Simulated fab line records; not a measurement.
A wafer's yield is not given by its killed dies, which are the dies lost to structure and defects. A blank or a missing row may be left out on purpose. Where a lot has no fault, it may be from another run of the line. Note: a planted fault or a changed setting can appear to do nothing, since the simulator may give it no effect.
Matching of chambers | flow sky130 | rie_diel-04 running SKY_CONTACT_ETCH_17: 4 sister chambers
The step etches SiO2 in C4F8/O2/Ar, stops on Si3N4, target depth 340 nm. 22 wafers are shown with their chamber, then 11 later ones without.

WAFERS, EACH WITH ITS CHAMBER
wafer  | chamber | oes_product_au (a.u.)
L074.2 | 0       | 0.887
L074.3 | 3       | 0.886
L074.4 | 2       | 0.897
L075.1 | 2       | 0.889
L075.3 | 0       | 0.894
L075.5 | 3       | 0.894
L077.2 | 2       | 0.897
L077.3 | 1       | 0.891
L077.4 | 0       | 0.887
L078.2 | 2       | 0.894
L078.3 | 3       | 0.902
L078.5 | 2       | 0.890
L080.1 | 2       | 0.890
L080.3 | 1       | 0.894
L080.4 | 0       | 0.887
L081.1 | 0       | 0.892
L081.3 | 1       | 0.889
L081.4 | 2       | 0.892
L082.4 | 2       | 0.882
L082.5 | 1       | 0.902
L082.6 | 0       | 0.896
L087.4 | 0       | 0.900

SIGNATURES (averages over the wafers above)
reading        | chamber 0 | chamber 1 | chamber 2 | chamber 3 | scatter within a chamber
oes_product_au | 0.89186   | 0.89400   | 0.89138   | 0.89400   | 0.00554
Rule: a wafer's distance from a chamber is the root of the sum, over the readings, of the square of ((its reading less the chamber's mean) divided by the reading's scatter). If the next closest chamber is less than 2 further off than the closest, the wafer can't be placed; otherwise it belongs to the closest. The scatter: the root of (the sum of the squares of (reading less its chamber's mean) over the shown wafers, divided by (wafers less chambers)).

WAFERS MISSING THEIR CHAMBER
wafer  | oes_product_au (a.u.)
L087.5 | 0.895
L087.6 | 0.895
L090.2 | 0.879
L090.3 | 0.892
L090.5 | 0.884
L094.2 | 0.877
L094.3 | 0.894
L094.4 | 0.886
L097.1 | 0.897
L097.3 | 0.893
L097.6 | 0.899

WHICH CHAMBER EACH ONE RAN IN
wafer  | from the rows above               | in truth
L087.5 | can't be placed: 1 or 3 or 0 or 2 | 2
L087.6 | can't be placed: 1 or 3 or 0 or 2 | 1
L090.2 | can't be placed: 2 or 0 or 1 or 3 | 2
L090.3 | can't be placed: 0 or 2 or 1 or 3 | 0
L090.5 | can't be placed: 2 or 0 or 1 or 3 | 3
L094.2 | can't be placed: 2 or 0 or 1 or 3 | 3
L094.3 | can't be placed: 1 or 3 or 0 or 2 | 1
L094.4 | can't be placed: 2 or 0 or 1 or 3 | 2
L097.1 | can't be placed: 1 or 3 or 0 or 2 | 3
L097.3 | can't be placed: 1 or 3 or 0 or 2 | 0
L097.6 | can't be placed: 1 or 3 or 0 or 2 | 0
0 of 11 placed correctly. Unplaceable from these rows: 11, with the true chamber sitting among the candidates in 11. Wrongly placed: 0.
